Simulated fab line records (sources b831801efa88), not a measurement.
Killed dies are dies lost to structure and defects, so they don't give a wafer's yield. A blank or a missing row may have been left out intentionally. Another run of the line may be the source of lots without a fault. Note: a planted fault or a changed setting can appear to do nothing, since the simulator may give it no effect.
The same fault as seen by 2 desks + flow gf180mcu + every desk sees just its own numbers, and what lay behind them comes last

== FROM THE METROLOGY DESK ==
Lot by lot, what the gauges showed, no matter which tool ran the lot: averages of those sampled wafers that carry a number. If a lot's mean is further than 4 standard deviations from the usual mean, the lot is out of limits and carries the mark OUT (the distance appears in the brackets).
Columns: A = cd-nm at GF_HV_LDD_CD_MEAS_19, usual 399.3 nm; B = HV_LDD_2_TW at GF_HV_LDD_TW_MEAS_23, usual 1059; C = NSD_TW at GF_NSD_TW_MEAS_12, usual 4249; D = PSD_OVL at GF_PSD_OVL_MEAS_08, usual 0.0 nm; E = NSD_RS at GF_PSD_RS_MEAS_14, usual 46.11 ohm/sq
| lot  | first seen here | A     | B    | C               | D    | E               |
|------|-----------------|-------|------|-----------------|------|-----------------|
| L303 | day 11 06:12    | 403.1 | 1069 | 4218            | -0.0 | 46.20           |
| L305 | day 11 22:35    | 400.7 | 1070 | 4324            | -1.6 | 46.17           |
| L308 | day 12 18:44    | 397.0 | 1053 | 4214            | -0.2 | 46.06           |
| L309 | day 13 02:08    | 399.0 | 1049 | 4126            | 0.4  | 49.76 (+37) OUT |
| L310 | day 13 09:17    | 395.2 | 1055 | 4054 (-4.4) OUT | 0.8  | 49.58 (+35) OUT |
| L311 | day 13 17:16    | 398.5 | 1064 | 4020 (-5.2) OUT | -1.1 | 49.63 (+35) OUT |
| L317 | day 15 23:14    | 397.3 | 1051 | 4184            | -0.7 | 46.20           |
| L318 | day 16 03:55    | 398.3 | 1063 | 4203            | 1.4  | 46.27           |
| L321 | day 17 01:58    | 399.0 | 1064 | 4213            | -0.3 | 46.18           |
| L322 | day 17 08:45    | 401.2 | 1051 | 4241            | 0.2  | 46.19           |
| L324 | day 18 09:11    | 397.5 | 1049 | 4278            | -0.2 | 46.02           |
This desk reports L309, L310, L311 out of limits; the earliest was L310 at day 16 03:35 (NSD_TW at GF_NSD_TW_MEAS_12). In limits: L303, L305, L308, L317, L318, L321, L322, L324.

== DESK OF THE TOOL OWNER: implanter-04 ==
The tool's own readings at GF_NSD_IMPLANT_09: means of the sampled wafers that have a number, for each lot that ran on this tool. If a lot's mean is further than 4 standard deviations from the usual mean, the lot is out of limits and carries the mark OUT (the distance appears in the brackets).
Columns: A = beam-energy-keV at GF_NSD_IMPLANT_09, usual 59.999
| lot  | first seen here | A                        |
|------|-----------------|--------------------------|
| L303 | day 13 21:13    | 60.012                   |
| L305 | day 14 13:29    | 59.984                   |
| L308 | day 15 12:23    | 59.993                   |
| L309 | day 15 21:14    | 47.360 (-99 or more) OUT |
| L310 | day 16 03:11    | 47.385 (-99 or more) OUT |
| L311 | day 16 13:56    | 47.373 (-99 or more) OUT |
| L317 | day 19 00:10    | 60.010                   |
| L318 | day 19 04:29    | 59.989                   |
| L322 | day 20 11:33    | 59.982                   |
Finding of this desk: L309, L310, L311 out of limits; the first was L309 at day 15 21:14, on beam-energy-keV at GF_NSD_IMPLANT_09. In limits: L303, L305, L308, L317, L318, L322.

== PUT TOGETHER ==
At day 15 21:14, on L309, L310, L311, the tool owner's desk was in a position to raise an alarm.
At day 16 03:35 the metrology desk could have sounded an alarm, on L309, L310, L311.
All the named lots went through GF_NSD_IMPLANT_09 on implanter-04.

== WHAT WAS PUT IN BY THE SIMULATOR ==
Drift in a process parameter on implanter-04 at GF_NSD_IMPLANT_09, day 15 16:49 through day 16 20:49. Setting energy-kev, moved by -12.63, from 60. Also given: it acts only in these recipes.
Shown lots that were struck: L309, L310, L311.
Counting hours from when the fault started, the first reading out of limits came at 4 for the tool owner's desk and at 11 for the metrology desk.
